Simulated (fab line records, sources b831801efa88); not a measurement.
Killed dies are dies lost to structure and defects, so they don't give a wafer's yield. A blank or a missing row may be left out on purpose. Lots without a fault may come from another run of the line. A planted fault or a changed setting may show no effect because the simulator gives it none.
One fault seen from 2 desks | flow gf180mcu | each desk has only its own numbers; what lay behind them comes last

THE METROLOGY DESK
What the gauges read, lot by lot, whatever tool the lot ran on: means of the sampled wafers that have a number. A lot is out of limits, marked OUT, if its mean lies more than 4 standard deviations from the usual mean; the brackets give that distance.
Columns: A = STI_CVD_23_THK at GF_STI_THK_MEAS_24, usual 671 nm; B = MVSD_OVL at GF_MVSD_OVL_MEAS_07, usual 0.0 nm; C = VT_IMPLANT_2_TW at GF_VT_IMPLANT_TW_MEAS_21, usual 1216; D = VT_IMPLANT_03_OVL at GF_VT_IMPLANT_OVL_MEAS_40, usual -0.2 nm
lot  | first seen here | A   | B    | C                    | D
L592 | day 2 03:50     | 674 | 0.9  | 1218                 | -1.0
L593 | day 2 10:08     | 668 | 1.5  | 1211                 | 0.1
L597 | day 3 06:20     | 671 | -0.6 | 1211                 | 1.0
L600 | day 3 22:28     | 672 | 1.5  | 1213                 | -0.6
L602 | day 4 08:02     | 666 | 0.4  | 1223                 | 0.3
L603 | day 4 13:34     | 668 | 1.3  | 1219                 | 0.2
L605 | day 4 22:37     | 677 | 1.6  | 1217                 | -1.5
L607 | day 5 08:55     | 661 | -0.9 | 1225                 | 2.0
L608 | day 5 13:13     | 675 | -0.7 | 30 (-99 or more) OUT | -2.0
L609 | day 5 18:52     | 677 | -1.3 | 30 (-99 or more) OUT | -1.2
L610 | day 6 00:19     | 664 | 1.2  | 1212                 | -0.9
L611 | day 6 06:24     | 672 | -0.2 | 1218                 | 0.6
This desk's finding: out of limits on L608, L609; first on L608, day 10 11:29 (VT_IMPLANT_2_TW at GF_VT_IMPLANT_TW_MEAS_21). In limits: L592, L593, L597, L600, L602, L603, L605, L607, L610, L611.

THE TOOL OWNER'S DESK: plasma_asher-03
The tool's own readings at GF_VT_IMPLANT_STRIP_09 (strips in O2/N2): means of the sampled wafers that have a number, for each lot that ran on this tool. A lot is out of limits, marked OUT, if its mean lies more than 4 standard deviations from the usual mean; the brackets give that distance.
Columns: A = chamber_pressure_mTorr at GF_VT_IMPLANT_STRIP_09, usual 1500.1 mTorr; B = drypump_motor_current_A at GF_VT_IMPLANT_STRIP_09, usual 6.18 A; C = heater_power_w at GF_VT_IMPLANT_STRIP_09, usual 335 W; D = oes_product_au at GF_VT_IMPLANT_STRIP_09, usual 0.716 a.u.; E = strip_time_to_endpoint_s at GF_VT_IMPLANT_STRIP_09, usual 12.629 s
lot  | first seen here | A      | B    | C   | D     | E
L593 | day 5 23:37     | 1499.3 | 6.42 | 305 | 0.717 | 12.683
L600 | day 7 17:49     | 1501.4 | 6.27 | 305 | 0.719 | 12.611
L602 | day 8 06:02     | 1501.5 | 6.30 | 303 | 0.716 | 12.613
L603 | day 8 12:44     | 1498.2 | 6.30 | 305 | 0.710 | 12.616
This desk's finding: nothing out of limits on any of the 4 lots.

PUT TOGETHER
The metrology desk could have raised an alarm at day 10 11:29, on L608, L609.
The tool owner's desk saw nothing out of limits.
The tool owner's desk has no number on record for L608, L609.
Of the lots named, all ran GF_VT_IMPLANT_STRIP_09 on plasma_asher-03.

WHAT THE SIMULATOR HAD PUT IN
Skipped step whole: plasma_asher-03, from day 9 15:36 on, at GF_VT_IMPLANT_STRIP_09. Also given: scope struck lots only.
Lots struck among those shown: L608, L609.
Hours from the fault's start to each desk's first reading out of limits: the metrology desk, 20.
